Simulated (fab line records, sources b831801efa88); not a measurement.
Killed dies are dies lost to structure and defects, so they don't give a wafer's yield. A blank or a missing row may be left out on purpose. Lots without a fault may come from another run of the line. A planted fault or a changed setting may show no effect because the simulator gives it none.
fab line records | flow gf180mcu
record lots=5 wafers=15 last_day=33
route steps=602 shown SALICIDE@282 CONTACT@287 M1@315
lots that met no fault: from a run of the same line without faults
start_h: hours from the record's first day to the start of the lot's first wafer shown | wait_h: hours since the lot's step before | " the same as in the row above | L1.1+2: a row that stands for several wafers | - no value, or no start given | * or withheld: withheld | < > ~ a bound
route shown NAME@n: a module of which the file shows steps, and the number in the route of the first | usual: mean/standard deviation of fault-free wafers | same: alike in all rows | chamber/n: place in a boat | sites: the reading at each site | _std_site: their standard deviation | _edge_site: outer sites' mean less inner sites' | radius_mm: how far each site lies from the wafer's centre | mask NAME#n: copy n | behind: the tool/chamber that last shaped the wafer | hold: why the lot was held/for how many hours/how that ended | device: the transistor (n, p or np) that didn't switch | end of line: the same wafers' tests at the end of the route | a step without rows: its recipe alone | killed: dies lost to structure and defects at the first sort, not the wafer's yield | map: a wafer's dies, x killed, . not, _ none there
set.NAME: the setting as run; set.NAME@STEP: as run at that earlier step | model.NAME: the simulator's own value behind a step, which no gauge read
lots at some steps of the route; a table a step, a row a wafer
services: from which hour (start_h, from the record's first day; less than 0 if before it) a tool's chamber was out of use, for how many hours, and why
## steps
# step GF_SALICIDE_RS_MEAS_04
# recipe thk_meas_gauge=four-point-probe reads=TiN_of_SALICIDE_SPUTTER_03+Co_of_SALICIDE_SPUTTER_02
# usual SALICIDE_TIN_RS=16.40/0.22
# columns lot.wafer tool chamber start_h wait_h SALICIDE_TIN_RS[ohm/sq]
L082.1 film_metro-03 - 410.36 0.0 16.42
L082.4 " - " " 16.49
L082.6 " - " " 16.59
L084.3 film_metro-04 - 427.34 0.1 16.20
L084.4 " - " " 16.41
L084.6 " - " " 16.39
L088.3 film_metro-04 - 465.76 0.1 16.51
L088.4 " - " " 16.71
L088.6 " - " " 16.70
L090.2 film_metro-04 - 480.47 0.0 16.41
L090.3 " - " " 16.18
L090.5 " - " " 16.54
L094.3 film_metro-03 - 512.03 0.1 16.10
L094.4 " - " " 16.20
L094.6 " - " " 16.36
# step GF_SALICIDE_THK_MEAS_05
# recipe thk_meas_gauge=xrf reads=TiN_of_SALICIDE_SPUTTER_03
# usual SALICIDE_TIN_THK=19.70/0.22
# columns lot.wafer tool chamber start_h wait_h SALICIDE_TIN_THK[nm]
L082.1 film_metro-03 - 410.48 0.1 19.72
L082.4 " - " " 19.62
L082.6 " - " " 19.82
L084.3 film_metro-04 - 427.44 0.1 19.77
L084.4 " - " " 19.90
L084.6 " - " " 19.86
L088.3 film_metro-04 - 465.86 0.1 19.63
L088.4 " - " " 19.49
L088.6 " - " " 19.37
L090.2 film_metro-04 - 480.58 0.1 19.96
L090.3 " - " " 20.03
L090.5 " - " " 19.96
L094.3 film_metro-03 - 512.13 0.1 19.45
L094.4 " - " " 19.85
L094.6 " - " " 19.92
# step GF_SALICIDE_RTA_06
# recipe temp_c=530 time_s=30 ambient=N2
# usual lamp_power_pct=6.17/0.066 wafer_temp_C_max=532.1/0.51
# columns lot.wafer tool chamber start_h wait_h lamp_power_pct wafer_temp_C_max
L082.1 rtp_anneal-02 0 410.54 0.1 6.25 532.0
L082.4 " 0 " " 6.25 531.6
L082.6 " 0 " " 6.26 533.1
L084.3 rtp_anneal-02 0 427.51 0.1 6.25 531.8
L084.4 " 0 " " 6.26 531.9
L084.6 " 0 " " 6.26 532.5
L088.3 rtp_anneal-02 0 465.94 0.1 6.25 531.6
L088.4 " 0 " " 6.26 532.2
L088.6 " 0 " " 6.26 531.7
L090.2 rtp_anneal-01 0 480.65 0.1 6.11 531.7
L090.3 " 0 " " 6.13 532.2
L090.5 " 0 " " 6.11 532.4
L094.3 rtp_anneal-01 0 512.20 0.1 6.12 531.9
L094.4 " 0 " " 6.11 531.8
L094.6 " 0 " " 6.12 531.4
# step GF_SALICIDE_WET_ETCH_07
# recipe chemistry=SPM target_depth_nm=120 dry=n2_spin
# columns lot.wafer tool chamber start_h wait_h
L082.1+4+6 wet_bench-04 2 410.64 0.1
L084.3+4+6 wet_bench-04 3 427.58 0.1
L088.3+4+6 wet_bench-01 3 466.00 0.1
L090.2+3+5 wet_bench-02 0 480.73 0.1
L094.3+4+6 wet_bench-04 0 512.27 0.1
# step GF_SALICIDE_RTA_08
# recipe temp_c=800 time_s=30 ambient=N2
# usual lamp_power_pct=17.20/0.19 wafer_temp_C_max=803.0/0.6
# columns lot.wafer tool chamber start_h wait_h lamp_power_pct wafer_temp_C_max
L082.1 rtp_anneal-01 0 410.73 0.0 16.97 804.7
L082.4 " 0 " " 16.97 803.1
L082.6 " 0 " " 16.99 803.5
L084.3 rtp_anneal-01 0 427.70 0.0 16.95 803.0
L084.4 " 0 " " 16.98 802.7
L084.6 " 0 " " 16.95 802.0
L088.3 rtp_anneal-01 0 466.14 0.0 16.99 803.1
L088.4 " 0 " " 16.97 802.7
L088.6 " 0 " " 16.98 802.5
L090.2 rtp_anneal-02 0 480.86 0.0 17.39 802.2
L090.3 " 0 " " 17.37 803.7
L090.5 " 0 " " 17.36 803.9
L094.3 rtp_anneal-02 0 512.40 0.0 17.32 802.9
L094.4 " 0 " " 17.37 803.6
L094.6 " 0 " " 17.36 803.6
# step GF_CONTACT_CVD_00
# recipe material=SiO2 target_thk_nm=300 sigma_open_frac=0.3 temp_c=400 time_s=50 sih4_flow_sccm=60 pressure_mtorr=6
# columns lot.wafer tool chamber start_h wait_h
L082.1+4+6 hdpcvd-01 2,2,0 410.83 0.1
L084.3+4+6 hdpcvd-01 2,0,1 427.77 0.1
L088.3+4+6 hdpcvd-01 2,1,2 466.20 0.1
L090.2+3+5 hdpcvd-02 1,0,1 481.02 0.1
L094.3+4+6 hdpcvd-02 1,1,2 512.46 0.1
# step GF_CONTACT_THK_MEAS_01
# recipe reads=SiO2_of_CONTACT_CVD_00
# usual CONTACT_CVD_00_THK=299.8/2.8
# columns lot.wafer tool chamber start_h wait_h CONTACT_CVD_00_THK[nm]
L082.1 film_metro-02 - 410.87 0.0 301.6
L082.4 " - " " 301.6
L082.6 " - " " 301.7
L084.3 film_metro-01 - 427.83 0.0 299.9
L084.4 " - " " 301.3
L084.6 " - " " 297.9
L088.3 film_metro-04 - 466.27 0.0 295.6
L088.4 " - " " 296.2
L088.6 " - " " 300.1
L090.2 film_metro-04 - 481.08 0.0 299.7
L090.3 " - " " 296.3
L090.5 " - " " 300.1
L094.3 film_metro-01 - 512.53 0.0 303.0
L094.4 " - " " 305.3
L094.6 " - " " 303.7
# step GF_CONTACT_CVD_02
# recipe material=SiO2 target_thk_nm=860 precursor=TEOS temp_c=400 time_s=95.992 rf_w=600
# usual heater_power_w=624/76
# columns lot.wafer tool chamber start_h wait_h heater_power_w
L082.1 pecvd-01 2 410.93 0.1 561
L082.4 " 0 " " 615
L082.6 " 2 " " 551
L084.3 pecvd-01 1 427.87 0.0 595
L084.4 " 0 " " 487
L084.6 " 2 " " 448
L088.3 pecvd-01 0 466.31 0.0 525
L088.4 " 2 " " 564
L088.6 " 1 " " 596
L090.2 pecvd-04 2 481.13 0.0 656
L090.3 " 1 " " 735
L090.5 " 0 " " 599
L094.3 pecvd-04 1 512.60 0.1 642
L094.4 " 2 " " 528
L094.6 " 1 " " 706
# step GF_CONTACT_THK_MEAS_03
# recipe reads=SiO2_of_CONTACT_CVD_02
# usual CONTACT_CVD_02_THK=859/9.9
# columns lot.wafer tool chamber start_h wait_h CONTACT_CVD_02_THK[nm]
L082.1 film_metro-01 - 411.00 0.0 844
L082.4 " - " " 876
L082.6 " - " " 859
L084.3 film_metro-02 - 427.96 0.1 854
L084.4 " - " " 864
L084.6 " - " " 869
L088.3 film_metro-01 - 466.40 0.1 855
L088.4 " - " " 866
L088.6 " - " " 864
L090.2 film_metro-02 - 481.21 0.0 849
L090.3 " - " " 848
L090.5 " - " " 866
L094.3 film_metro-01 - 512.69 0.1 872
L094.4 " - " " 864
L094.6 " - " " 865
# step GF_CONTACT_CMP_04
# recipe material=SiO2 down_force_psi=4 platen_rpm=60 pad_velocity_m_s=0.94248
# usual motor_current_A=11.7/1.6 time_to_endpoint_s=108/5.3
# columns lot.wafer tool chamber start_h wait_h motor_current_A time_to_endpoint_s
L082.4 cmp-02 3 411.11 0.1 10.0 121
L082.1 " 1 " " 12.1 105
L082.6 " 2 " " 13.5 115
L084.3 cmp-01 2 428.00 0.0 10.2 110
L084.4 " 0 " " 14.1 108
L084.6 " 3 " " 11.9 111
L088.4 cmp-01 0 466.44 0.0 13.0 110
L088.3 " 2 " " 10.1 109
L088.6 " 1 " " 10.6 112
L090.3 cmp-02 3 481.26 0.0 10.6 101
L090.2 " 0 " " 13.9 102
L090.5 " 0 " " 13.5 110
L094.3 cmp-01 1 512.78 0.1 9.8 118
L094.4 " 2 " " 9.9 115
L094.6 " 0 " " 13.8 107
# step GF_CONTACT_BOW_MEAS_05
# recipe mode=bow
# usual CONTACT_BOW=66/6.8
# columns lot.wafer tool chamber start_h wait_h CONTACT_BOW[um]
L082.1 film_metro-01 - 411.36 0.1 64
L082.4 " - " " 77
L082.6 " - " " 70
L084.3 film_metro-02 - 428.34 0.3 58
L084.4 " - " " 66
L084.6 " - " " 68
L088.3 film_metro-04 - 466.78 0.2 75
L088.4 " - " " 63
L088.6 " - " " 65
L090.2 film_metro-01 - 481.58 0.2 65
L090.3 " - " " 64
L090.5 " - " " 66
L094.3 film_metro-01 - 513.12 0.3 72
L094.4 " - " " 64
L094.6 " - " " 63
# step GF_CONTACT_DEHYDRATE_06
# recipe temp_c=200 time_s=60
# columns lot.wafer tool chamber start_h wait_h
L082.1+4+6 litho_track-02 0 423.07 11.7
L084.3+4+6 litho_track-02 0 439.82 11.5
L088.3+4+6 litho_track-02 0 478.32 11.5
L090.2+3+5 litho_track-04 0 493.21 11.6
L094.3+4+6 litho_track-04 0 524.19 11.0
# step GF_CONTACT_HMDS_07
# recipe prime_time_s=60 prime_temp_c=120
# usual prime_temp_c=120.02/0.13
# columns lot.wafer tool chamber start_h wait_h prime_temp_c
L082.1 litho_track-02 0 423.22 0.1 120.14
L082.4 " 0 " " 120.12
L082.6 " 0 " " 120.15
L084.3 litho_track-02 0 439.97 0.1 119.95
L084.4 " 0 " " 119.87
L084.6 " 0 " " 119.90
L088.3 litho_track-02 0 478.47 0.1 119.89
L088.4 " 0 " " 120.02
L088.6 " 0 " " 120.02
L090.2 litho_track-04 0 493.36 0.1 120.13
L090.3 " 0 " " 120.23
L090.5 " 0 " " 120.10
L094.3 litho_track-04 0 524.34 0.1 119.87
L094.4 " 0 " " 119.71
L094.6 " 0 " " 120.13
# step GF_CONTACT_COAT_08
# recipe resist=BARC temp_c=withheld time_s=withheld spin_rpm=withheld resist_thk_nm=withheld
# usual dispense_pressure_kPa=51/4.5
# columns lot.wafer tool chamber start_h wait_h dispense_pressure_kPa
L082.1 litho_track-02 0 423.37 0.1 50
L082.4 " 0 " " 50
L082.6 " 0 " " 50
L084.3 litho_track-02 0 440.12 0.1 50
L084.4 " 0 " " 50
L084.6 " 0 " " 50
L088.3 litho_track-02 0 478.62 0.1 50
L088.4 " 0 " " 50
L088.6 " 0 " " 50
L090.2 litho_track-04 0 493.51 0.1 59
L090.3 " 0 " " 59
L090.5 " 0 " " 59
L094.3 litho_track-04 0 524.49 0.1 59
L094.4 " 0 " " 59
L094.6 " 0 " " 59
# step GF_CONTACT_COAT_09
# recipe resist=KrF spin_rpm=withheld resist_thk_nm=1000
# usual dispense_pressure_kPa=51/4.5
# columns lot.wafer tool chamber start_h wait_h dispense_pressure_kPa
L082.1 litho_track-02 0 - - 50
L082.4 " 0 " " 50
L082.6 " 0 " " 50
L084.3 litho_track-02 0 - - 50
L084.4 " 0 " " 50
L084.6 " 0 " " 50
L088.3 litho_track-02 0 - - 50
L088.4 " 0 " " 50
L088.6 " 0 " " 50
L090.2 litho_track-04 0 - - 59
L090.3 " 0 " " 59
L090.5 " 0 " " 59
L094.3 litho_track-04 0 - - 59
L094.4 " 0 " " 59
L094.6 " 0 " " 59
# step GF_CONTACT_SOFTBAKE_10
# recipe temp_c=130 time_s=60 resist=KrF
# columns lot.wafer tool chamber start_h wait_h
L082.1+4+6 litho_track-02 0 - -
L084.3+4+6 litho_track-02 0 - -
L088.3+4+6 litho_track-02 0 - -
L090.2+3+5 litho_track-04 0 - -
L094.3+4+6 litho_track-04 0 - -
# step GF_CONTACT_EXPOSE_11
# recipe mask_id=Contact target_cd_nm=220 na=0.68 source_shape=conventional sigma_outer=0.6 dose_mj=38
# columns lot.wafer tool chamber start_h wait_h mask
L082.1+4+6 krf_scanner-01 0 - - Contact#0
L084.3+4+6 krf_scanner-01 0 - - Contact#0
L088.3+4+6 krf_scanner-02 0 - - Contact#0
L090.2+3+5 krf_scanner-02 0 - - Contact#0
L094.3+4+6 krf_scanner-01 0 - - Contact#0
# step GF_CONTACT_PEB_12
# recipe peb_temp_c=135 peb_time_s=90 resist=KrF
# columns lot.wafer tool chamber start_h wait_h
L082.1+4+6 litho_track-02 0 - -
L084.3+4+6 litho_track-04 0 - -
L088.3+4+6 litho_track-02 0 - -
L090.2+3+5 litho_track-02 0 - -
L094.3+4+6 litho_track-02 0 - -
# step GF_CONTACT_DEVELOP_13
# recipe develop_time_s=60 resist=KrF dev_temp_c=21
# columns lot.wafer tool chamber start_h wait_h
L082.1+4+6 litho_track-02 0 435.12 0.2
L084.3+4+6 litho_track-04 0 452.84 0.1
L088.3+4+6 litho_track-02 0 490.62 0.1
L090.2+3+5 litho_track-02 0 505.29 0.2
L094.3+4+6 litho_track-02 0 537.37 0.1
# step GF_CONTACT_CD_MEAS_14
# recipe target_cd_nm=220
# usual cd_nm=219.9/1.6
# columns lot.wafer tool chamber start_h wait_h cd_nm
L082.1 cd_sem-02 - 435.27 0.1 221.0
L082.4 " - " " 223.1
L082.6 " - " " 221.2
L084.3 cd_sem-01 - 452.98 0.1 224.0
L084.4 " - " " 222.9
L084.6 " - " " 221.8
L088.3 cd_sem-01 - 490.76 0.1 220.1
L088.4 " - " " 220.8
L088.6 " - " " 219.9
L090.2 cd_sem-01 - 505.44 0.1 218.5
L090.3 " - " " 218.9
L090.5 " - " " 220.2
L094.3 cd_sem-02 - 537.51 0.1 221.3
L094.4 " - " " 219.8
L094.6 " - " " 221.0
# step GF_CONTACT_OVL_MEAS_15
# usual CONTACT_OVL=-2/6
# columns lot.wafer tool chamber start_h wait_h CONTACT_OVL[nm]
L082.1 overlay-01 - 435.39 0.1 -5
L082.4 " - " " 1
L082.6 " - " " 1
L084.3 overlay-01 - 453.07 0.1 0
L084.4 " - " " 4
L084.6 " - " " 3
L088.3 overlay-01 - 490.85 0.1 2
L088.4 " - " " -7
L088.6 " - " " -11
L090.2 overlay-01 - 505.54 0.1 9
L090.3 " - " " -7
L090.5 " - " " 0
L094.3 overlay-02 - 537.60 0.1 3
L094.4 " - " " -1
L094.6 " - " " -2
# step GF_CONTACT_ETCH_16
# recipe chemistry=N2/H2 target_depth_a=withheld overetch_a=withheld time_s=withheld target=BARC ion_energy_ev=200 source_w=500 bias_w=100 pressure_mtorr=30 n2_flow_sccm=100 h2_flow_sccm=200
# usual drypump_motor_current_A=5.9/0.4 oes_product_au=0.855/0.0043 throttle_valve_pct=13.224/0.0087
# columns lot.wafer tool chamber start_h wait_h drypump_motor_current_A oes_product_au throttle_valve_pct
L082.1 rie_diel-04 3 435.42 0.0 6.3 0.860 13.229
L082.4 " 3 " " 6.4 0.857 13.227
L082.6 " 1 " " 5.0 0.855 13.230
L084.3 rie_diel-02 0 453.10 0.0 6.2 0.853 13.219
L084.4 " 2 " " 5.7 0.854 13.219
L084.6 " 3 " " 6.2 0.851 13.223
L088.3 rie_diel-03 0 490.87 0.0 5.8 0.854 13.225
L088.4 " 3 " " 5.6 0.850 13.208
L088.6 " 1 " " 6.5 0.850 13.228
L090.2 rie_diel-02 3 505.57 0.0 6.2 0.851 13.209
L090.3 " 2 " " 5.7 0.853 13.231
L090.5 " 2 " " 5.7 0.858 13.227
L094.3 rie_diel-03 1 537.62 0.0 6.5 0.854 13.216
L094.4 " 0 " " 5.8 0.857 13.219
L094.6 " 1 " " 6.5 0.849 13.222
# step GF_CONTACT_ETCH_17
# recipe chemistry=C4F8/O2/Ar mask_material=KrF target=SiO2 stop_on=CoSi2 source_w=1500 bias_w=1200 pressure_mtorr=40 c4f8_flow_sccm=withheld O2_flow_sccm=6 Ar_flow_sccm=300 time_s=withheld target_depth_a=8600
# usual oes_product_au=0.814/0.0051
# columns lot.wafer tool chamber start_h wait_h oes_product_au
L082.1 rie_diel-04 3 - - 0.810
L082.4 " 3 " " 0.815
L082.6 " 1 " " 0.819
L084.3 rie_diel-02 0 - - 0.815
L084.4 " 2 " " 0.813
L084.6 " 3 " " 0.809
L088.3 rie_diel-03 0 - - 0.814
L088.4 " 3 " " 0.813
L088.6 " 1 " " 0.814
L090.2 rie_diel-02 3 - - 0.807
L090.3 " 2 " " 0.821
L090.5 " 2 " " 0.822
L094.3 rie_diel-03 1 - - 0.819
L094.4 " 0 " " 0.813
L094.6 " 1 " " 0.805
# step GF_CONTACT_STRIP_18
# recipe chemistry=O2/N2 power_w=1400 pressure_mtorr=1500 platen_temp_c=250 o2_flow_sccm=3000 n2_flow_sccm=300 overash_fraction=0.5
# usual drypump_motor_current_A=6.1/0.33 heater_power_w=335/26 o2_flow_sccm=3000/9.7 oes_product_au=0.580/0.0052
# columns lot.wafer tool chamber start_h wait_h drypump_motor_current_A heater_power_w o2_flow_sccm oes_product_au rf_hours_counter_h
L082.1 plasma_asher-02 0 435.59 - 6.4 334 2991 0.591 82
L082.4 " 1 " " 6.2 335 2993 0.581 -
L082.6 " 1 " " 6.2 343 2987 0.580 -
L084.3 plasma_asher-04 0 453.29 - 6.0 293 3011 0.585 -
L084.4 " 1 " " 6.4 340 3003 0.578 -
L084.6 " 1 " " 6.4 333 2989 0.592 -
L088.3 plasma_asher-04 1 491.07 - 6.4 343 3008 0.577 -
L088.4 " 0 " " 6.0 286 2988 0.579 -
L088.6 " 0 " " 6.1 301 2993 0.580 -
L090.2 plasma_asher-01 1 505.74 - 5.4 323 3011 0.578 8
L090.3 " 1 " " 5.4 319 3002 0.576 -
L090.5 " 0 " " 6.3 380 3022 0.591 -
L094.3 plasma_asher-01 1 537.82 - 5.4 331 2998 0.587 -
L094.4 " 0 " " 6.3 379 3008 0.575 -
L094.6 " 1 " " 5.4 320 2983 0.576 -
# step GF_CONTACT_CLEAN_19
# recipe chemistry=SPM
# columns lot.wafer tool chamber start_h wait_h
L082.1+4+6 wet_bench-03 0 435.69 0.1
L084.3+4+6 wet_bench-03 0 453.36 0.0
L088.3+4+6 wet_bench-04 2 491.14 0.0
L090.2+3+5 wet_bench-03 1 505.84 0.1
L094.3+4+6 wet_bench-04 0 537.89 0.0
# step GF_CONTACT_CLEAN_20
# recipe chemistry=DIW
# columns lot.wafer tool chamber start_h wait_h
L082.1+4+6 wet_bench-01 3 435.78 0.0
L084.3+4+6 wet_bench-03 2 453.45 0.0
L088.3+4+6 wet_bench-01 0 491.23 0.0
L090.2+3+5 wet_bench-01 1 505.93 0.0
L094.3+4+6 wet_bench-03 3 537.98 0.0
# step GF_CONTACT_CLEAN_21
# recipe chemistry=dHF time_s=20 dilution=100:1 dry=ipa_marangoni
# columns lot.wafer tool chamber start_h wait_h
L082.1+4+6 wet_bench-04 2 435.90 0.0
L084.3+4+6 wet_bench-04 2 453.54 0.0
L088.3+4+6 wet_bench-03 0 491.32 0.0
L090.2+3+5 wet_bench-03 2 506.02 0.0
L094.3+4+6 wet_bench-01 1 538.09 0.0
# step GF_CONTACT_SPUTTER_22
# recipe material=Ti target_thk_nm=15 chamber_pressure_pa=5 power_w=2500 substrate_temp_c=200 time_s=80.02
# usual throttle_valve_pct=29.9/1.3
# columns lot.wafer tool chamber start_h wait_h throttle_valve_pct
L082.1 pvd_sputter-03 - 435.91 0.0 31.4
L082.4 " - " " 28.4
L082.6 " - " " 30.5
L084.3 pvd_sputter-01 - 453.56 0.0 29.2
L084.4 " - " " 29.0
L084.6 " - " " 29.4
L088.3 pvd_sputter-01 - 491.33 0.0 32.2
L088.4 " - " " 29.2
L088.6 " - " " 28.6
L090.2 pvd_sputter-01 - 506.03 0.0 29.3
L090.3 " - " " 29.4
L090.5 " - " " 29.3
L094.3 pvd_sputter-03 - 538.11 0.0 28.2
L094.4 " - " " 29.1
L094.6 " - " " 30.7
# step GF_CONTACT_SPUTTER_23
# recipe material=TiN target_thk_nm=10 chamber_pressure_pa=5 power_w=4000 time_s=40
# usual throttle_valve_pct=29.9/1.3
# columns lot.wafer tool chamber start_h wait_h throttle_valve_pct
L082.1 pvd_sputter-03 - 435.97 0.0 31.7
L082.4 " - " " 28.2
L082.6 " - " " 30.8
L084.3 pvd_sputter-01 - 453.62 0.0 29.5
L084.4 " - " " 29.3
L084.6 " - " " 29.1
L088.3 pvd_sputter-01 - 491.40 0.0 31.6
L088.4 " - " " 29.5
L088.6 " - " " 28.6
L090.2 pvd_sputter-01 - 506.10 0.0 29.5
L090.3 " - " " 29.3
L090.5 " - " " 29.2
L094.3 pvd_sputter-03 - 538.18 0.0 28.4
L094.4 " - " " 28.7
L094.6 " - " " 30.5
# step GF_CONTACT_CVD_24
# recipe material=W target_thk_nm=300 time_s=90.339 temp_c=400 pressure_torr=40
# usual heater_power_w=914/130
# columns lot.wafer tool chamber start_h wait_h heater_power_w
L082.1 cvd_w-02 0 436.01 0.0 1046
L082.4 " 0 " " 1044
L082.6 " 0 " " 1071
L084.3 cvd_w-01 1 453.69 0.1 977
L084.4 " 0 " " 831
L084.6 " 0 " " 827
L088.3 cvd_w-01 1 491.47 0.1 949
L088.4 " 0 " " 833
L088.6 " 0 " " 836
L090.2 cvd_w-02 0 506.13 0.0 1099
L090.3 " 1 " " 730
L090.5 " 0 " " 1063
L094.3 cvd_w-02 1 538.25 0.1 724
L094.4 " 0 " " 1077
L094.6 " 0 " " 1055
# step GF_CONTACT_RS_MEAS_25
# recipe thk_meas_gauge=four-point-probe reads=W_of_CONTACT_CVD_24+TiN_of_CONTACT_SPUTTER_23+Ti_of_CONTACT_SPUTTER_22
# usual CONTACT_W_RS=0.379/0.0073
# columns lot.wafer tool chamber start_h wait_h CONTACT_W_RS[ohm/sq]
L082.1 film_metro-02 - 436.21 0.2 0.378
L082.4 " - " " 0.383
L082.6 " - " " 0.374
L084.3 film_metro-04 - 453.80 0.1 0.383
L084.4 " - " " 0.370
L084.6 " - " " 0.370
L088.3 film_metro-01 - 491.58 0.1 0.386
L088.4 " - " " 0.371
L088.6 " - " " 0.373
L090.2 film_metro-01 - 506.25 0.1 0.375
L090.3 " - " " 0.386
L090.5 " - " " 0.376
L094.3 film_metro-02 - 538.36 0.1 0.381
L094.4 " - " " 0.366
L094.6 " - " " 0.368
# step GF_CONTACT_THK_MEAS_26
# recipe thk_meas_gauge=xrf reads=W_of_CONTACT_CVD_24
# usual CONTACT_W_THK=296/6.3
# columns lot.wafer tool chamber start_h wait_h CONTACT_W_THK[nm]
L082.1 film_metro-02 - 436.33 0.1 301
L082.4 " - " " 297
L082.6 " - " " 303
L084.3 film_metro-04 - 453.90 0.1 290
L084.4 " - " " 301
L084.6 " - " " 302
L088.3 film_metro-01 - 492.32 0.7 288
L088.4 " - " " 301
L088.6 " - " " 297
L090.2 film_metro-01 - 506.36 0.1 293
L090.3 " - " " 284
L090.5 " - " " 293
L094.3 film_metro-02 - 538.46 0.1 296
L094.4 " - " " 307
L094.6 " - " " 306
# step GF_CONTACT_CMP_27
# recipe stop_on=SiO2 down_force_psi=3.5 platen_rpm=60 t_overpolish_s=15 target_thk_nm=0 pad_velocity_m_s=0.94248
# usual motor_current_A=10.9/1.4 overpolish_run_s=15.000/0.0097 time_to_endpoint_s=73.1/2.8
# columns lot.wafer tool chamber start_h wait_h motor_current_A overpolish_run_s time_to_endpoint_s
L082.1 cmp-01 3 436.44 0.1 10.0 14.996 72.1
L082.4 " 0 " " 12.7 15.019 71.3
L082.6 " 3 " " 10.7 14.979 75.0
L084.4 cmp-01 0 453.94 0.0 13.0 14.996 73.6
L084.3 " 2 " " 9.4 14.997 75.2
L084.6 " 1 " " 9.1 14.993 78.8
L088.4 cmp-01 0 492.36 0.0 12.8 14.990 69.7
L088.3 " 3 " " 11.0 15.011 71.5
L088.6 " 1 " " 8.9 14.999 78.5
L090.2 cmp-01 0 506.41 0.0 12.8 14.999 71.2
L090.3 " 3 " " 10.6 14.989 74.4
L090.5 " 0 " " 13.8 15.015 73.1
L094.3 cmp-01 1 538.90 0.4 8.8 15.008 76.0
L094.4 " 3 " " 10.4 15.003 76.6
L094.6 " 1 " " 8.9 14.995 81.4
# step GF_M1_SPUTTER_00
# recipe material=Ti target_thk_nm=37.5 arriving_ion_energy_ev=80 substrate_temp_c=200 chamber_pressure_pa=2 power_w=4000 time_s=150
# usual throttle_valve_pct=30.3/0.9
# columns lot.wafer tool chamber start_h wait_h throttle_valve_pct
L082.1 pvd_sputter-02 - 436.69 0.2 29.8
L082.4 " - " " 29.9
L082.6 " - " " 29.1
L084.3 pvd_sputter-02 - 454.24 0.1 30.1
L084.4 " - " " 29.3
L084.6 " - " " 31.2
L088.3 pvd_sputter-02 - 492.66 0.1 31.3
L088.4 " - " " 30.4
L088.6 " - " " 30.8
L090.2 pvd_sputter-01 - 506.71 0.2 32.1
L090.3 " - " " 28.1
L090.5 " - " " 29.3
L094.3 pvd_sputter-01 - 539.15 0.2 28.8
L094.4 " - " " 29.3
L094.6 " - " " 32.0
# step GF_M1_SPUTTER_01
# recipe material=TiN target_thk_nm=30 power_w=6500 time_s=25 chamber_pressure_pa=0.4
# usual throttle_valve_pct=30.3/0.88
# columns lot.wafer tool chamber start_h wait_h throttle_valve_pct
L082.1 pvd_sputter-02 - 436.79 0.1 30.0
L082.4 " - " " 30.2
L082.6 " - " " 29.2
L084.3 pvd_sputter-02 - 454.34 0.1 30.0
L084.4 " - " " 29.3
L084.6 " - " " 31.0
L088.3 pvd_sputter-02 - 492.76 0.1 31.0
L088.4 " - " " 30.3
L088.6 " - " " 31.1
L090.2 pvd_sputter-01 - 506.81 0.1 32.2
L090.3 " - " " 28.6
L090.5 " - " " 29.4
L094.3 pvd_sputter-01 - 539.25 0.1 28.7
L094.4 " - " " 29.2
L094.6 " - " " 32.0
# step GF_M1_SPUTTER_02
# recipe material=AlCu target_thk_nm=450 power_w=10600 time_s=23.9 chamber_pressure_pa=0.4
# usual throttle_valve_pct=30.3/0.92
# columns lot.wafer tool chamber start_h wait_h throttle_valve_pct
L082.1 pvd_sputter-02 - 436.82 0.0 30.1
L082.4 " - " " 30.1
L082.6 " - " " 29.3
L084.3 pvd_sputter-02 - 454.37 0.0 30.3
L084.4 " - " " 29.5
L084.6 " - " " 31.3
L088.3 pvd_sputter-02 - 492.79 0.0 31.2
L088.4 " - " " 30.3
L088.6 " - " " 31.4
L090.2 pvd_sputter-01 - 506.84 0.0 32.4
L090.3 " - " " 28.5
L090.5 " - " " 29.4
L094.3 pvd_sputter-01 - 539.28 0.0 28.6
L094.4 " - " " 29.2
L094.6 " - " " 32.0
# step GF_M1_SPUTTER_03
# recipe material=Ti target_thk_nm=10 substrate_temp_c=300 chamber_pressure_pa=0.3 power_w=3000 time_s=6.7
# usual throttle_valve_pct=30.3/0.9
# columns lot.wafer tool chamber start_h wait_h throttle_valve_pct
L082.1 pvd_sputter-02 - 436.85 0.0 30.0
L082.4 " - " " 30.3
L082.6 " - " " 29.2
L084.3 pvd_sputter-02 - 454.40 0.0 30.2
L084.4 " - " " 29.2
L084.6 " - " " 31.1
L088.3 pvd_sputter-02 - 492.82 0.0 31.1
L088.4 " - " " 30.2
L088.6 " - " " 30.9
L090.2 pvd_sputter-01 - 506.87 0.0 31.9
L090.3 " - " " 28.6
L090.5 " - " " 29.3
L094.3 pvd_sputter-01 - 539.31 0.0 28.5
L094.4 " - " " 29.4
L094.6 " - " " 32.3
# step GF_M1_SPUTTER_04
# recipe material=TiN target_thk_nm=50 power_w=6500 time_s=41.7 chamber_pressure_pa=0.4
# usual throttle_valve_pct=30.3/0.9
# columns lot.wafer tool chamber start_h wait_h throttle_valve_pct
L082.1 pvd_sputter-02 - 436.87 0.0 29.9
L082.4 " - " " 29.8
L082.6 " - " " 29.0
L084.3 pvd_sputter-02 - 454.42 0.0 30.1
L084.4 " - " " 29.0
L084.6 " - " " 31.1
L088.3 pvd_sputter-02 - 492.84 0.0 31.3
L088.4 " - " " 30.4
L088.6 " - " " 30.9
L090.2 pvd_sputter-01 - 506.90 0.0 32.3
L090.3 " - " " 28.5
L090.5 " - " " 29.4
L094.3 pvd_sputter-01 - 539.33 0.0 28.7
L094.4 " - " " 29.4
L094.6 " - " " 31.8
## services
# columns tool chamber start_h hours kind
pecvd-01 - 389.61 0.5 repair
cvd_w-02 - 390.00 14.0 pm
hdpcvd-02 - 395.09 2.8 pm
krf_scanner-02 - 395.35 7.2 pm
cmp-02 - 396.48 4.8 pm
rie_diel-02 2 401.97 1.7 repair
rie_diel-03 3 402.91 7.3 repair
cmp-02 - 404.00 4.0 pm
krf_scanner-02 - 406.89 0.4 repair
plasma_asher-01 - 409.91 11.0 repair
cmp-01 - 412.04 4.2 repair
krf_scanner-02 - 415.48 1.3 pm
krf_scanner-02 - 416.78 1.0 pm
pecvd-01 1 419.70 6.5 repair
cvd_w-02 1 422.29 38.5 repair
pecvd-01 - 441.70 14.6 pm
krf_scanner-01 - 449.51 2.4 repair
pecvd-01 0 468.29 10.9 repair
krf_scanner-01 - 489.53 12.0 repair
krf_scanner-01 - 501.57 0.8 pm
pvd_sputter-03 - 510.18 4.8 repair
pvd_sputter-03 - 510.98 2.2 repair
rie_diel-03 1 513.53 6.3 repair
krf_scanner-01 - 524.95 1.3 pm
## key
fault none
